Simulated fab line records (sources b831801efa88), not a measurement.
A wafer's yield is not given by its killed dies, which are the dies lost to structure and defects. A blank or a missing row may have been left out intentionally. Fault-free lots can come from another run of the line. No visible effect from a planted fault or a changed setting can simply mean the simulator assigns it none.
Matching of chambers / flow gf180mcu / cmp-02 running GF_CONTACT_CMP_04: 4 sister chambers
The step polishes SiO2. 54 wafers are shown with their chamber, then 12 later ones without.

WAFERS WITH THEIR CHAMBER
wafer=L074.3; chamber=2; motor-current-A (A)=12.7; time-to-endpoint-s (s)=116
wafer=L074.4; chamber=0; motor-current-A (A)=11.8; time-to-endpoint-s (s)=111
wafer=L074.5; chamber=2; motor-current-A (A)=14.0; time-to-endpoint-s (s)=117
wafer=L075.1; chamber=0; motor-current-A (A)=12.4; time-to-endpoint-s (s)=107
wafer=L075.4; chamber=1; motor-current-A (A)=14.4; time-to-endpoint-s (s)=114
wafer=L075.5; chamber=0; motor-current-A (A)=12.1; time-to-endpoint-s (s)=114
wafer=L075.2; chamber=2; motor-current-A (A)=14.4; time-to-endpoint-s (s)=115
wafer=L075.3; chamber=3; motor-current-A (A)=12.8; time-to-endpoint-s (s)=114
wafer=L075.6; chamber=1; motor-current-A (A)=14.9; time-to-endpoint-s (s)=116
wafer=L076.2; chamber=3; motor-current-A (A)=13.1; time-to-endpoint-s (s)=108
wafer=L076.5; chamber=0; motor-current-A (A)=11.8; time-to-endpoint-s (s)=111
wafer=L076.6; chamber=3; motor-current-A (A)=12.4; time-to-endpoint-s (s)=112
wafer=L076.1; chamber=1; motor-current-A (A)=13.3; time-to-endpoint-s (s)=105
wafer=L076.3; chamber=0; motor-current-A (A)=11.8; time-to-endpoint-s (s)=99
wafer=L076.4; chamber=2; motor-current-A (A)=13.9; time-to-endpoint-s (s)=109
wafer=L078.3; chamber=0; motor-current-A (A)=12.1; time-to-endpoint-s (s)=103
wafer=L078.5; chamber=0; motor-current-A (A)=12.3; time-to-endpoint-s (s)=106
wafer=L078.6; chamber=1; motor-current-A (A)=14.5; time-to-endpoint-s (s)=117
wafer=L079.1; chamber=2; motor-current-A (A)=13.9; time-to-endpoint-s (s)=111
wafer=L079.3; chamber=1; motor-current-A (A)=14.5; time-to-endpoint-s (s)=109
wafer=L079.6; chamber=2; motor-current-A (A)=12.8; time-to-endpoint-s (s)=115
wafer=L082.3; chamber=2; motor-current-A (A)=13.5; time-to-endpoint-s (s)=116
wafer=L082.4; chamber=0; motor-current-A (A)=12.6; time-to-endpoint-s (s)=108
wafer=L082.6; chamber=3; motor-current-A (A)=13.0; time-to-endpoint-s (s)=116
wafer=L083.1; chamber=1; motor-current-A (A)=13.3; time-to-endpoint-s (s)=117
wafer=L083.2; chamber=2; motor-current-A (A)=13.7; time-to-endpoint-s (s)=116
wafer=L083.5; chamber=2; motor-current-A (A)=13.7; time-to-endpoint-s (s)=120
wafer=L084.1; chamber=3; motor-current-A (A)=12.9; time-to-endpoint-s (s)=109
wafer=L084.2; chamber=0; motor-current-A (A)=11.7; time-to-endpoint-s (s)=104
wafer=L084.4; chamber=1; motor-current-A (A)=14.7; time-to-endpoint-s (s)=112
wafer=L084.3; chamber=2; motor-current-A (A)=13.8; time-to-endpoint-s (s)=114
wafer=L084.5; chamber=0; motor-current-A (A)=12.1; time-to-endpoint-s (s)=110
wafer=L084.6; chamber=1; motor-current-A (A)=13.9; time-to-endpoint-s (s)=124
wafer=L086.2; chamber=1; motor-current-A (A)=13.9; time-to-endpoint-s (s)=106
wafer=L086.4; chamber=2; motor-current-A (A)=13.8; time-to-endpoint-s (s)=117
wafer=L086.5; chamber=3; motor-current-A (A)=13.1; time-to-endpoint-s (s)=118
wafer=L086.1; chamber=3; motor-current-A (A)=13.0; time-to-endpoint-s (s)=107
wafer=L086.3; chamber=0; motor-current-A (A)=12.3; time-to-endpoint-s (s)=104
wafer=L086.6; chamber=2; motor-current-A (A)=13.8; time-to-endpoint-s (s)=119
wafer=L087.1; chamber=3; motor-current-A (A)=12.9; time-to-endpoint-s (s)=100
wafer=L087.3; chamber=1; motor-current-A (A)=15.3; time-to-endpoint-s (s)=106
wafer=L087.6; chamber=3; motor-current-A (A)=13.5; time-to-endpoint-s (s)=109
wafer=L087.2; chamber=2; motor-current-A (A)=12.9; time-to-endpoint-s (s)=106
wafer=L087.4; chamber=0; motor-current-A (A)=11.7; time-to-endpoint-s (s)=99
wafer=L087.5; chamber=0; motor-current-A (A)=11.9; time-to-endpoint-s (s)=105
wafer=L088.2; chamber=0; motor-current-A (A)=12.0; time-to-endpoint-s (s)=106
wafer=L088.4; chamber=2; motor-current-A (A)=13.4; time-to-endpoint-s (s)=107
wafer=L088.5; chamber=1; motor-current-A (A)=13.9; time-to-endpoint-s (s)=115
wafer=L088.1; chamber=3; motor-current-A (A)=13.1; time-to-endpoint-s (s)=104
wafer=L088.3; chamber=1; motor-current-A (A)=13.9; time-to-endpoint-s (s)=102
wafer=L088.6; chamber=0; motor-current-A (A)=12.4; time-to-endpoint-s (s)=107
wafer=L090.1; chamber=2; motor-current-A (A)=13.5; time-to-endpoint-s (s)=101
wafer=L090.2; chamber=0; motor-current-A (A)=11.5; time-to-endpoint-s (s)=99
wafer=L090.4; chamber=1; motor-current-A (A)=14.3; time-to-endpoint-s (s)=116

SIGNATURES, as means of the wafers listed above
reading=motor-current-A; chamber 0=12.031; chamber 1=14.215; chamber 2=13.587; chamber 3=12.980; scatter within a chamber=0.434
reading=time-to-endpoint-s; chamber 0=105.81; chamber 1=112.23; chamber 2=113.27; chamber 3=109.70; scatter within a chamber=5.37
Rule: for a wafer and a chamber, the distance is found by dividing, reading by reading, the gap between the wafer's reading and the chamber's mean by the reading's scatter, squaring, summing and taking the root. If the next closest chamber is less than 2 further off than the closest, the wafer can't be placed; otherwise it belongs to the closest. How the scatter is found: for the shown wafers, subtract from each reading the mean of its chamber, square and add these, divide the total by (wafers less chambers), then take the root.

WAFERS WITHOUT THEIR CHAMBER
wafer=L091.2; motor-current-A (A)=14.3; time-to-endpoint-s (s)=110
wafer=L091.3; motor-current-A (A)=11.7; time-to-endpoint-s (s)=103
wafer=L091.4; motor-current-A (A)=13.4; time-to-endpoint-s (s)=107
wafer=L091.1; motor-current-A (A)=14.0; time-to-endpoint-s (s)=101
wafer=L091.5; motor-current-A (A)=15.0; time-to-endpoint-s (s)=110
wafer=L091.6; motor-current-A (A)=12.2; time-to-endpoint-s (s)=104
wafer=L093.1; motor-current-A (A)=11.5; time-to-endpoint-s (s)=99
wafer=L093.2; motor-current-A (A)=13.0; time-to-endpoint-s (s)=106
wafer=L093.6; motor-current-A (A)=14.1; time-to-endpoint-s (s)=113
wafer=L095.1; motor-current-A (A)=12.2; time-to-endpoint-s (s)=108
wafer=L095.4; motor-current-A (A)=13.1; time-to-endpoint-s (s)=117
wafer=L095.5; motor-current-A (A)=12.1; time-to-endpoint-s (s)=104

CHAMBER TAKEN BY EACH
wafer=L091.2; from the rows above=can't be placed: 1 or 2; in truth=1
wafer=L091.3; from the rows above=0; in truth=0
wafer=L091.4; from the rows above=can't be placed: 3 or 2 or 1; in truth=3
wafer=L091.1; from the rows above=can't be placed: 1 or 2 or 3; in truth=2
wafer=L091.5; from the rows above=can't be placed: 1 or 2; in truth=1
wafer=L091.6; from the rows above=can't be placed: 0 or 3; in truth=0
wafer=L093.1; from the rows above=0; in truth=0
wafer=L093.2; from the rows above=can't be placed: 3 or 2 or 0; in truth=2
wafer=L093.6; from the rows above=can't be placed: 1 or 2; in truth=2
wafer=L095.1; from the rows above=can't be placed: 0 or 3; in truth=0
wafer=L095.4; from the rows above=can't be placed: 2 or 3 or 1 or 0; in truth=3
wafer=L095.5; from the rows above=can't be placed: 0 or 3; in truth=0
Correctly placed: 2 of 12. Not placeable from these rows: 10 (in 10, the candidates include the true chamber). Wrongly placed: 0.
